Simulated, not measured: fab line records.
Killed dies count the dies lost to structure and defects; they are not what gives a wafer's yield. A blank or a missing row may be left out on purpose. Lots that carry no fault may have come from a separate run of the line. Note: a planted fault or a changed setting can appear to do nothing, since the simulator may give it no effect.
fab line records | flow sky130
[record] lots = 6 | wafers = 18 | last-day = 50
route steps=708 shown METAL3@556 PAD_OPEN@708
lots untouched by any fault: they come from a run of this same line in which no faults occurred
start-h: the number of hours between the record's first day and the start of the first shown wafer of the lot | wait-h: hours elapsed since this lot's preceding step | " as in the row above | L1.1+2: a single row standing in for several wafers | - either no value or no given start | * or withheld: withheld | < > ~ a bound
route shown NAME@n: NAME is a module with steps in the file, n the number in the route of the first one | usual: mean/standard deviation of fault-free wafers | same: alike in all rows | chamber/n: place in a boat | sites: readings site by site | _std_site: the values' standard deviation | _edge_site: inner sites' mean taken away from outer sites' mean | radius-mm: for every site, how far away it sits from the centre of the wafer | mask NAME#n: copy n | behind: the last tool/chamber to shape the wafer | hold: the reason the lot was held/the length of the hold in hours/how it ended | device: the transistor (n, p or np) that didn't switch | end of line: the tests these same wafers got at the end of their route | step lacking rows: just its recipe | killed: dies that structure and defects cost at the first sort, which is not the same as the wafer's yield | map: the dies of a wafer, with x for killed, . for not killed, _ for no die there
set.NAME: the setting as run; set.NAME@STEP: as run at that earlier step | model.NAME: the simulator's own value behind a step, which no gauge read
lots at some steps of the route; a table a step, a row a wafer
services: when a tool's chamber went out of use (start-h, in hours from the record's first day, below 0 if earlier), for how many hours, and the reason
[[steps]]
[step SKY_METAL3_HMDS_06]
[recipe] prime-time-s = 60 | prime-temp-c = 120
[step SKY_METAL3_COAT_07]
[recipe] resist = BARC | temp-c = withheld | time-s = withheld | spin-rpm = 3000 | resist-thk-nm = 60
[step SKY_METAL3_COAT_08]
[recipe] resist = KrF-thick | spin-rpm = 3000 | resist-thk-nm = 1140
[step SKY_METAL3_SOFTBAKE_09]
[recipe] temp-c = 100 | time-s = 90 | resist = KrF-thick
[step SKY_METAL3_EXPOSE_10]
[recipe] mask-id = MM3 | na = 0.68 | source-shape = annular | sigma-inner = 0.4 | sigma-outer = 0.8 | target-cd-nm = 300 | dose-mj = 28
[step SKY_METAL3_PEB_11]
[recipe] peb-temp-c = withheld | peb-time-s = withheld | resist = KrF-thick
[step SKY_METAL3_DEVELOP_12]
[recipe] develop-time-s = 60 | resist = KrF-thick | dev-temp-c = 21.42
[step SKY_METAL3_CD_MEAS_13]
[recipe] target-cd-nm = 300
[usual] cd-nm = 300.2/1.1
lot.wafer | tool      | chamber | start-h | wait-h | cd-nm
L611.2    | cd-sem-01 | -       | 934.57  | -      | 300.9
L611.3    | "         | -       | "       | "      | 300.4
L611.6    | "         | -       | "       | "      | 300.7
L617.3    | cd-sem-02 | -       | 970.69  | -      | 300.4
L617.4    | "         | -       | "       | "      | 299.2
L617.6    | "         | -       | "       | "      | 300.8
L618.2    | cd-sem-02 | -       | 979.35  | -      | 300.8
L618.3    | "         | -       | "       | "      | 299.9
L618.6    | "         | -       | "       | "      | 299.0
L626.1    | cd-sem-01 | -       | 1025.63 | -      | 300.0
L626.5    | "         | -       | "       | "      | 300.4
L626.6    | "         | -       | "       | "      | 300.2
L628.1    | cd-sem-02 | -       | 1040.13 | -      | 299.7
L628.2    | "         | -       | "       | "      | 300.6
L628.4    | "         | -       | "       | "      | 301.4
L629.2    | cd-sem-01 | -       | 1042.22 | -      | 301.8
L629.4    | "         | -       | "       | "      | 301.5
L629.5    | "         | -       | "       | "      | 302.1
[step SKY_METAL3_OVL_MEAS_14]
[usual] METAL3_OVL = -2/5
lot.wafer | tool       | chamber | start-h | wait-h | METAL3_OVL[nm]
L611.2    | overlay-01 | -       | 934.67  | 0.1    | 0
L611.3    | "          | -       | "       | "      | 6
L611.6    | "          | -       | "       | "      | -7
L617.3    | overlay-01 | -       | 970.78  | 0.1    | -4
L617.4    | "          | -       | "       | "      | -7
L617.6    | "          | -       | "       | "      | -3
L618.2    | overlay-01 | -       | 979.46  | 0.1    | -2
L618.3    | "          | -       | "       | "      | 3
L618.6    | "          | -       | "       | "      | -1
L626.1    | overlay-01 | -       | 1025.75 | 0.1    | 2
L626.5    | "          | -       | "       | "      | -1
L626.6    | "          | -       | "       | "      | -2
L628.1    | overlay-02 | -       | 1040.25 | 0.1    | 0
L628.2    | "          | -       | "       | "      | -5
L628.4    | "          | -       | "       | "      | -3
L629.2    | overlay-02 | -       | 1042.33 | 0.1    | -13
L629.4    | "          | -       | "       | "      | -9
L629.5    | "          | -       | "       | "      | -4
[step SKY_METAL3_DESCUM_15]
[recipe] chemistry = O2 | source-power-w = 150 | bias-power-w = 0 | pressure-mtorr = 10 | temp-c = 40 | time-s = 8
[usual] drypump-motor-current-A = 5.9/0.34 | oes-product-au = 1.001/0.0084
lot.wafer | tool         | chamber | start-h | wait-h | drypump-motor-current-A | oes-product-au | rf-hours-counter-h
L611.2    | rie-metal-01 | 1       | 934.70  | 0.0    | 5.4                     | 1.011          | 16
L611.3    | "            | 1       | "       | "      | 5.3                     | 1.003          | -
L611.6    | "            | 0       | "       | "      | 5.9                     | 1.006          | -
L617.3    | rie-metal-02 | 1       | 970.83  | 0.0    | 6.3                     | 0.998          | -
L617.4    | "            | 1       | "       | "      | 6.3                     | 1.011          | -
L617.6    | "            | 1       | "       | "      | 6.2                     | 1.008          | -
L618.2    | rie-metal-01 | 0       | 979.49  | 0.0    | 5.9                     | 1.005          | 6
L618.3    | "            | 0       | "       | "      | 5.8                     | 1.013          | -
L618.6    | "            | 1       | "       | "      | 5.3                     | 0.997          | -
L626.1    | rie-metal-02 | 1       | 1025.79 | 0.0    | 6.2                     | 1.012          | 16
L626.5    | "            | 1       | "       | "      | 6.2                     | 0.997          | -
L626.6    | "            | 0       | "       | "      | 6.1                     | 0.998          | -
L628.1    | rie-metal-01 | 0       | 1040.29 | 0.0    | 5.9                     | 1.013          | 9
L628.2    | "            | 1       | "       | "      | 5.4                     | 0.989          | 21
L628.4    | "            | 1       | "       | "      | 5.4                     | 0.985          | -
L629.2    | rie-metal-04 | 0       | 1042.36 | 0.0    | 6.3                     | 0.989          | 20
L629.4    | "            | 1       | "       | "      | 5.5                     | 1.006          | -
L629.5    | "            | 0       | "       | "      | 6.3                     | 0.994          | -
[step SKY_METAL3_ETCH_16]
[recipe] chemistry = N2/H2 | target = BARC | ion-energy-ev = 200 | bias-w = 100 | pressure-mtorr = 30 | n2-flow-sccm = 100 | h2-flow-sccm = 200 | icp-w = 500 | stop-on = SiO2 | time-s = 88.2 | target-depth-a = 600
[usual] bias-w = 100.07/0.28 | chamber-pressure-mTorr = 29.997/0.028 | drypump-motor-current-A = 5.9/0.34 | oes-product-au = 0.626/0.0047 | throttle-valve-pct = 13.204/0.01
lot.wafer | tool         | chamber | start-h | wait-h | bias-w | chamber-pressure-mTorr | drypump-motor-current-A | oes-product-au | rf-hours-counter-h | throttle-valve-pct
L611.2    | rie-metal-01 | 1       | 934.74  | 0.0    | 99.66  | 30.005                 | 5.4                     | 0.619          | 16                 | 13.211
L611.3    | "            | 1       | "       | "      | 99.94  | 29.963                 | 5.4                     | 0.623          | -                  | 13.206
L611.6    | "            | 0       | "       | "      | 100.05 | 30.039                 | 5.9                     | 0.620          | -                  | 13.190
L617.3    | rie-metal-02 | 1       | 970.93  | 0.1    | 100.41 | 29.970                 | 6.3                     | 0.629          | -                  | 13.205
L617.4    | "            | 1       | "       | "      | 100.09 | 29.953                 | 6.2                     | 0.631          | -                  | 13.198
L617.6    | "            | 1       | "       | "      | 100.61 | 29.972                 | 6.3                     | 0.630          | -                  | 13.218
L618.2    | rie-metal-01 | 0       | 979.52  | 0.0    | 100.10 | 30.002                 | 5.9                     | 0.626          | 6                  | 13.196
L618.3    | "            | 0       | "       | "      | 100.20 | 29.961                 | 5.9                     | 0.623          | -                  | 13.195
L618.6    | "            | 1       | "       | "      | 100.31 | 29.961                 | 5.4                     | 0.625          | -                  | 13.216
L626.1    | rie-metal-02 | 1       | 1025.82 | 0.0    | 100.16 | 29.966                 | 6.3                     | 0.618          | 16                 | 13.184
L626.5    | "            | 1       | "       | "      | 100.19 | 29.960                 | 6.3                     | 0.635          | -                  | 13.200
L626.6    | "            | 0       | "       | "      | 100.59 | 30.020                 | 6.1                     | 0.626          | -                  | 13.220
L628.1    | rie-metal-01 | 0       | 1040.32 | 0.0    | 100.08 | 29.984                 | 5.9                     | 0.627          | 9                  | 13.207
L628.2    | "            | 1       | "       | "      | 99.73  | 30.016                 | 5.4                     | 0.622          | 21                 | 13.206
L628.4    | "            | 1       | "       | "      | 99.90  | 29.991                 | 5.4                     | 0.638          | -                  | 13.212
L629.2    | rie-metal-04 | 0       | 1042.40 | 0.0    | 100.05 | 29.968                 | 6.3                     | 0.627          | 20                 | 13.213
L629.4    | "            | 1       | "       | "      | 99.91  | 30.024                 | 5.6                     | 0.631          | -                  | 13.202
L629.5    | "            | 0       | "       | "      | 100.35 | 30.029                 | 6.3                     | 0.628          | -                  | 13.204
[step SKY_METAL3_ETCH_17]
[recipe] target = SiO2 | stop-on = TiN | chemistry = C4F8/O2/Ar | source-w = 1500 | bias-w = 1200 | pressure-mtorr = 40 | c4f8-flow-sccm = withheld | O2_flow_sccm = 6 | Ar_flow_sccm = 300 | time-s = 3.9 | target-depth-a = 150
[usual] bias-w = 1200/4 | chamber-pressure-mTorr = 40.00/0.035 | oes-product-au = 0.755/0.0073
lot.wafer | tool        | chamber | start-h | wait-h | bias-w | chamber-pressure-mTorr | oes-product-au | rf-hours-counter-h
L611.2    | rie-diel-02 | 1       | 934.83  | 0.1    | 1194   | 40.02                  | 0.760          | 3
L611.3    | "           | 2       | "       | "      | 1197   | 39.94                  | 0.752          | 8
L611.6    | "           | 0       | "       | "      | 1200   | 39.92                  | 0.758          | -
L617.3    | rie-diel-03 | 1       | 971.07  | 0.1    | 1197   | 39.97                  | 0.753          | 12
L617.4    | "           | 2       | "       | "      | 1203   | 39.99                  | 0.756          | 9
L617.6    | "           | 3       | "       | "      | 1199   | 40.00                  | 0.756          | -
L618.2    | rie-diel-03 | 2       | 979.62  | 0.1    | 1195   | 39.99                  | 0.753          | 10
L618.3    | "           | 1       | "       | "      | 1203   | 40.00                  | 0.762          | 12
L618.6    | "           | 0       | "       | "      | 1202   | 40.03                  | 0.761          | -
L626.1    | rie-diel-04 | 1       | 1025.92 | 0.1    | 1196   | 40.06                  | 0.756          | 12
L626.5    | "           | 2       | "       | "      | 1197   | 39.97                  | 0.754          | -
L626.6    | "           | 1       | "       | "      | 1201   | 40.05                  | 0.758          | -
L628.1    | rie-diel-03 | 1       | 1040.42 | 0.1    | 1204   | 39.93                  | 0.759          | 13
L628.2    | "           | 0       | "       | "      | 1207   | 39.99                  | 0.755          | 22
L628.4    | "           | 3       | "       | "      | 1206   | 40.04                  | 0.756          | 12
L629.2    | rie-diel-02 | 2       | 1042.53 | 0.1    | 1206   | 39.99                  | 0.752          | 12
L629.4    | "           | 1       | "       | "      | 1200   | 40.00                  | 0.770          | 6
L629.5    | "           | 0       | "       | "      | 1202   | 40.01                  | 0.759          | -
[step SKY_METAL3_METAL_ETCH_18]
[recipe] target-depth-a = 8450 | stop-on = SiO2 | over-etch-frac = 0.3 | time-s = 183.1 | chemistry = Cl2/BCl3 | resist-sidewall-deg = 88 | pressure-mtorr = 10 | icp-w = 900 | bias-w = 48.5 | Cl2_flow_sccm = 60 | bcl3-flow-sccm = 30
[usual] bcl3-flow-sccm = 29.99/0.08 | bias-w = 48.50/0.15 | drypump-motor-current-A = 6.0/0.33 | oes-product-au = 0.865/0.0064 | throttle-valve-pct = 22.265/0.0089
lot.wafer | tool         | chamber | start-h | wait-h | bcl3-flow-sccm | bias-w | drypump-motor-current-A | oes-product-au | rf-hours-counter-h | throttle-valve-pct | model.KrF-thick_of_METAL3_COAT_08.thk-nm | model.SiO2_of_VIA2_HDPCVD_00.thk-nm | model.METAL3.cd-nm
L611.2    | rie-metal-04 | 0       | 934.85  | 0.0    | 30.00          | 48.41  | 6.3                     | 0.864          | 14                 | 22.271             | 525.4                                    | 463.3                               | 303.2
L611.3    | "            | 1       | "       | "      | 30.01          | 48.42  | 5.6                     | 0.868          | -                  | 22.272             | 522.9                                    | 464.7                               | 307.9
L611.6    | "            | 1       | "       | "      | 29.96          | 48.44  | 5.6                     | 0.865          | -                  | 22.280             | 515.4                                    | 465.2                               | 309.2
L617.3    | rie-metal-04 | 0       | 971.16  | 0.1    | -              | -      | -                       | -              | -                  | -                  | 1071                                     | 491.2                               | 299.1
L617.4    | "            | 1       | "       | "      | -              | -      | -                       | -              | -                  | -                  | 1069                                     | 492.2                               | 298.5
L617.6    | "            | 1       | "       | "      | -              | -      | -                       | -              | -                  | -                  | 1072                                     | 491.5                               | 300
L618.2    | rie-metal-04 | 1       | 979.64  | 0.0    | -              | -      | -                       | -              | -                  | -                  | 1076                                     | 492.3                               | 299.3
L618.3    | "            | 0       | "       | "      | -              | -      | -                       | -              | -                  | -                  | 1075                                     | 491.1                               | 297.9
L618.6    | "            | 0       | "       | "      | -              | -      | -                       | -              | -                  | -                  | 1078                                     | 492                                 | 297.6
L626.1    | rie-metal-01 | 0       | 1025.94 | 0.0    | 29.97          | 48.53  | 5.9                     | 0.858          | 8                  | 22.265             | 525.2                                    | 466.6                               | 298
L626.5    | "            | 1       | "       | "      | 29.99          | 48.53  | 5.4                     | 0.862          | -                  | 22.259             | 534.9                                    | 467.2                               | 298.8
L626.6    | "            | 0       | "       | "      | 30.04          | 48.32  | 5.9                     | 0.853          | -                  | 22.266             | 525.3                                    | 467.8                               | 302
L628.1    | rie-metal-02 | 1       | 1040.44 | 0.0    | 30.00          | 48.59  | 6.3                     | 0.864          | 17                 | 22.270             | 519.5                                    | 466                                 | 298.2
L628.2    | "            | 0       | "       | "      | 29.96          | 48.61  | 6.1                     | 0.864          | 4                  | 22.254             | 521.2                                    | 465.7                               | 299.9
L628.4    | "            | 1       | "       | "      | 30.01          | 48.62  | 6.3                     | 0.868          | -                  | 22.262             | 529.6                                    | 467.7                               | 300.6
L629.2    | rie-metal-01 | 0       | 1042.55 | 0.0    | 29.87          | 48.70  | 5.9                     | 0.877          | 9                  | 22.263             | 532.4                                    | 465.6                               | 303.4
L629.4    | "            | 1       | "       | "      | 30.03          | 48.66  | 5.4                     | 0.864          | -                  | 22.255             | 528.7                                    | 466.3                               | 297.3
L629.5    | "            | 1       | "       | "      | 29.81          | 48.50  | 5.4                     | 0.860          | -                  | 22.269             | 528.8                                    | 465.8                               | 298.1
[step SKY_METAL3_STRIP_19]
[recipe] chemistry = O2/N2 | power-w = 1400 | pressure-mtorr = 1500 | platen-temp-c = withheld | o2-flow-sccm = 3000 | n2-flow-sccm = 300 | overash-fraction = 0.5
[usual] drypump-motor-current-A = 5.9/0.39 | oes-product-au = 0.503/0.0051 | strip-time-to-endpoint-s = 6.53/0.073
lot.wafer | tool            | chamber | start-h | wait-h | drypump-motor-current-A | oes-product-au | rf-hours-counter-h | strip-time-to-endpoint-s
L611.2    | plasma-asher-02 | 0       | 935.03  | 0.1    | 5.7                     | 0.503          | 75                 | 6.49
L611.3    | "               | 0       | "       | "      | 5.7                     | 0.498          | -                  | 6.48
L611.6    | "               | 0       | "       | "      | 5.7                     | 0.490          | -                  | 6.43
L617.3    | plasma-asher-02 | 0       | 971.35  | 0.1    | 5.7                     | 0.715          | -                  | 11.80
L617.4    | "               | 1       | "       | "      | 6.4                     | 0.721          | -                  | 11.80
L617.6    | "               | 0       | "       | "      | 5.7                     | 0.713          | -                  | 11.82
L618.2    | plasma-asher-02 | 1       | 979.81  | 0.1    | 6.3                     | 0.710          | 79                 | 11.84
L618.3    | "               | 1       | "       | "      | 6.3                     | 0.718          | -                  | 11.83
L618.6    | "               | 1       | "       | "      | 6.3                     | 0.710          | -                  | 11.86
L626.1    | plasma-asher-04 | 0       | 1026.11 | 0.1    | 6.2                     | 0.506          | 59                 | 6.51
L626.5    | "               | 1       | "       | "      | 5.7                     | 0.514          | -                  | 6.60
L626.6    | "               | 0       | "       | "      | 6.2                     | 0.502          | -                  | 6.51
L628.1    | plasma-asher-02 | 0       | 1040.67 | 0.2    | 5.7                     | 0.497          | 85                 | 6.45
L628.2    | "               | 1       | "       | "      | 6.3                     | 0.506          | 85                 | 6.48
L628.4    | "               | 0       | "       | "      | 5.7                     | 0.503          | -                  | 6.56
L629.2    | plasma-asher-02 | 1       | 1042.73 | 0.1    | 6.3                     | 0.507          | 85                 | 6.58
L629.4    | "               | 0       | "       | "      | 5.7                     | 0.509          | -                  | 6.55
L629.5    | "               | 0       | "       | "      | 5.7                     | 0.512          | -                  | 6.56
[step SKY_METAL3_STRIP_20]
[recipe] chemistry = post-etch-residue-remover | time-s = 1200 | temp-c = 72.5
[step SKY_PAD_OPEN_PROBE_99]
[usual] defect-limited-yield = 82.5/2.2 | killed_at_M0_to_M3 = 43/7.5 | killed_at_M4_up = 3.2/1.9 | killed-at-contacts = 24/5.6 | killed-at-front-end = 15/4.8 | killed-at-other = 0.2/0.54 | killed-dies = 86/11 | killed-on-rim = 17/3.6 | killed-open = 47/7.6 | killed-short = 39/7.1 | sort_bin_3_pad_short = 0.8/0.36 | sort_bin_5_function = 10.4/1.6 | sort_bin_6_memory = 6.3/1.3 | sort-n-pass = 406/11 | sort-yield-pct = 82.5/2.2
[same] gross-dies = 492 | killed-at-back-side = 0 | sort_bin_4_leakage[%] = 0 | sort_bin_8_speed[%] = 0
lot.wafer | tool      | chamber | start-h | wait-h | defect-limited-yield[%] | killed_at_M0_to_M3 | killed_at_M4_up | killed-at-contacts | killed-at-front-end | killed-at-other | killed-dies | killed-on-rim | killed-open | killed-short | sort_bin_3_pad_short[%] | sort_bin_5_function[%] | sort_bin_6_memory[%] | sort-n-pass | sort-yield-pct[%]
L617.3    | prober-02 | -       | 1137.81 | 0.2    | 0                       | 453                | 4               | 27                 | 8                   | 0               | 492         | 96            | 45          | 32           | 1.2                     | 92.5                   | 6.3                  | 0           | 0
L617.4    | prober-02 | -       | 1137.86 | 0.2    | 0                       | 450                | 3               | 25                 | 14                  | 0               | 492         | 96            | 51          | 40           | 0.8                     | 92.5                   | 6.7                  | 0           | 0
L617.6    | prober-02 | -       | 1137.96 | 0.2    | 0                       | 448                | 3               | 28                 | 13                  | 0               | 492         | 96            | 53          | 38           | 0.6                     | 92.3                   | 7.1                  | 0           | 0
L618.2    | prober-01 | -       | 1144.53 | 0.1    | 0                       | 443                | 2               | 33                 | 14                  | 0               | 492         | 96            | 40          | 39           | 1.0                     | 93.7                   | 5.3                  | 0           | 0
L618.3    | prober-01 | -       | 1144.58 | 0.2    | 0                       | 444                | 4               | 21                 | 23                  | 0               | 492         | 96            | 50          | 35           | 0.8                     | 94.5                   | 4.7                  | 0           | 0
L618.6    | prober-01 | -       | 1144.73 | 0.2    | 0                       | 434                | 6               | 30                 | 22                  | 0               | 492         | 96            | 49          | 51           | 1.6                     | 91.3                   | 7.1                  | 0           | 0
// killed by level:class
L617.3 METAL3:area-etch=415 CONTACT:geometric-particle:open=11 LI_CONTACT:geometric-particle:open=9 VIA1:geometric-particle:open=8 METAL2:geometric-particle:short=6 CONTACT:geometric-particle:short=5 METAL1:geometric-particle:short=5 VIA3:geometric-particle:short=5
L617.4 METAL3:area-etch=401 VIA1:geometric-particle:open=19 LI_CONTACT:geometric-particle:open=10 METAL1:geometric-particle:short=7 VIA3:geometric-particle:open=7 CONTACT:geometric-particle:open=6 VIA3:geometric-particle:short=4 SONOS_ONO:geometric-particle:short=3
L617.6 METAL3:area-etch=401 VIA1:geometric-particle:open=16 CONTACT:geometric-particle:open=9 LI_CONTACT:geometric-particle:open=7 LOCAL_INTERCONNECT:geometric-particle:short=7 METAL1:geometric-particle:short=5 VIA2:geometric-particle:open=5 VIA3:geometric-particle:open=5
L618.2 METAL3:area-etch=413 CONTACT:geometric-particle:open=15 METAL1:geometric-particle:short=6 FIELD_ISO:geometric-particle:short=5 VIA3:geometric-particle:open=5 VIA1:geometric-particle:open=5 POLY_GATE:geometric-particle:short=4 LI_CONTACT:geometric-particle:short=4
L618.3 METAL3:area-etch=407 FIELD_ISO:geometric-particle:short=8 CONTACT:geometric-particle:open=7 VIA1:geometric-particle:open=7 VIA2:geometric-particle:open=7 VIA3:geometric-particle:open=7 CONTACT:geometric-particle:short=6 POLY_GATE:geometric-particle:open=6
L618.6 METAL3:area-etch=392 LOCAL_INTERCONNECT:geometric-particle:short=9 CONTACT:geometric-particle:open=9 VIA1:geometric-particle:open=9 POLY_GATE:geometric-particle:short=7 VIA1:geometric-particle:short=7 VIA3:geometric-particle:open=6 POLY_GATE:geometric-particle:open=5
// map L617.3 (x killed, . not)
__________xxxxxxxxxx_________
________xxxxxxxxxxxxxx_______
______xxxxxxxxxxxxxxxxxx_____
_____xxxxxxxxxxxxxxxxxxxx____
____xxxxxxxxxxxxxxxxxxxxxx___
___xxxxxxxxxxxxxxxxxxxxxxxx__
__xxxxxxxxxxxxxxxxxxxxxxxxxx_
_xxxxxxxxxxxxxxxxxxxxxxxxxxxx
_xxxxxxxxxxxxxxxxxxxxxxxxxxxx
_xxxxxxxxxxxxxxxxxxxxxxxxxxxx
_xxxxxxxxxxxxxxxxxxxxxxxxxxxx
_xxxxxxxxxxxxxxxxxxxxxxxxxxxx
_xxxxxxxxxxxxxxxxxxxxxxxxxxxx
_xxxxxxxxxxxxxxxxxxxxxxxxxxxx
_xxxxxxxxxxxxxxxxxxxxxxxxxxxx
__xxxxxxxxxxxxxxxxxxxxxxxxxx_
___xxxxxxxxxxxxxxxxxxxxxxxx__
____xxxxxxxxxxxxxxxxxxxxxx___
_____xxxxxxxxxxxxxxxxxxxx____
______xxxxxxxxxxxxxxxxxx_____
________xxxxxxxxxxxxxx_______
__________xxxxxxxxxx_________
// map L618.2 (x killed, . not)
__________xxxxxxxxxx_________
________xxxxxxxxxxxxxx_______
______xxxxxxxxxxxxxxxxxx_____
_____xxxxxxxxxxxxxxxxxxxx____
____xxxxxxxxxxxxxxxxxxxxxx___
___xxxxxxxxxxxxxxxxxxxxxxxx__
__xxxxxxxxxxxxxxxxxxxxxxxxxx_
_xxxxxxxxxxxxxxxxxxxxxxxxxxxx
_xxxxxxxxxxxxxxxxxxxxxxxxxxxx
_xxxxxxxxxxxxxxxxxxxxxxxxxxxx
_xxxxxxxxxxxxxxxxxxxxxxxxxxxx
_xxxxxxxxxxxxxxxxxxxxxxxxxxxx
_xxxxxxxxxxxxxxxxxxxxxxxxxxxx
_xxxxxxxxxxxxxxxxxxxxxxxxxxxx
_xxxxxxxxxxxxxxxxxxxxxxxxxxxx
__xxxxxxxxxxxxxxxxxxxxxxxxxx_
___xxxxxxxxxxxxxxxxxxxxxxxx__
____xxxxxxxxxxxxxxxxxxxxxx___
_____xxxxxxxxxxxxxxxxxxxx____
______xxxxxxxxxxxxxxxxxx_____
________xxxxxxxxxxxxxx_______
__________xxxxxxxxxx_________
[[services]]
tool            | chamber | start-h | hours | kind
rie-diel-02     | 1       | 936.76  | 2.9   | repair
plasma-asher-02 | -       | 953.58  | 6.3   | repair
rie-metal-02    | 0       | 960.44  | -     | clean
rie-metal-02    | 0       | 960.44  | 12.9  | scheduled-down
rie-metal-02    | 0       | 960.44  | 12.9  | vent-cycle
rie-metal-01    | 1       | 964.54  | 10.8  | repair
rie-diel-02     | 1       | 997.26  | 3.1   | repair
rie-diel-03     | 3       | 999.19  | 5.2   | repair
rie-diel-03     | 1       | 1001.47 | 14.9  | repair
rie-diel-03     | 3       | 1006.94 | 6.8   | repair
rie-diel-04     | 1       | 1033.12 | 8.0   | repair
[[key]]
[first-sign] step = SKY_METAL3_METAL_ETCH_18 | reading = tool-record | direction = missing
[effect] step = SKY_METAL3_STRIP_19 | reading = strip-time-to-endpoint-s | direction = up | sigmas = 72 | usual = * | struck = *
[effect] step = SKY_PAD_OPEN_PROBE_99 | reading = killed_at_M0_to_M3 | direction = up | sigmas = 54 | usual = 43 | struck = 445
[model-effect] step = SKY_METAL3_METAL_ETCH_18 | value = KrF-thick_of_METAL3_COAT_08.thk-nm | without = 525.9 | struck = 1074
[more-kills-born-at] SKY_METAL3_METAL_ETCH_18@rie-metal-04 = 2429
met-at SKY_METAL3_METAL_ETCH_18
struck-wafers L617.3,L617.4,L617.6,L618.2,L618.3,L618.6
later-rows-left-out L617.3,L617.4,L617.6,L618.2,L618.3,L618.6
onset-between 934.85 971.16
[fault] kind = skipped-step-whole | tool = rie-metal-04 | chamber = - | onset-h = 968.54 | steps = SKY_METAL3_METAL_ETCH_18 | scope = struck-lots-only
// later-rows-left-out: the simulator's readings of these wafers behind a module that went badly wrong aren't trusted and aren't shown, but for the sort
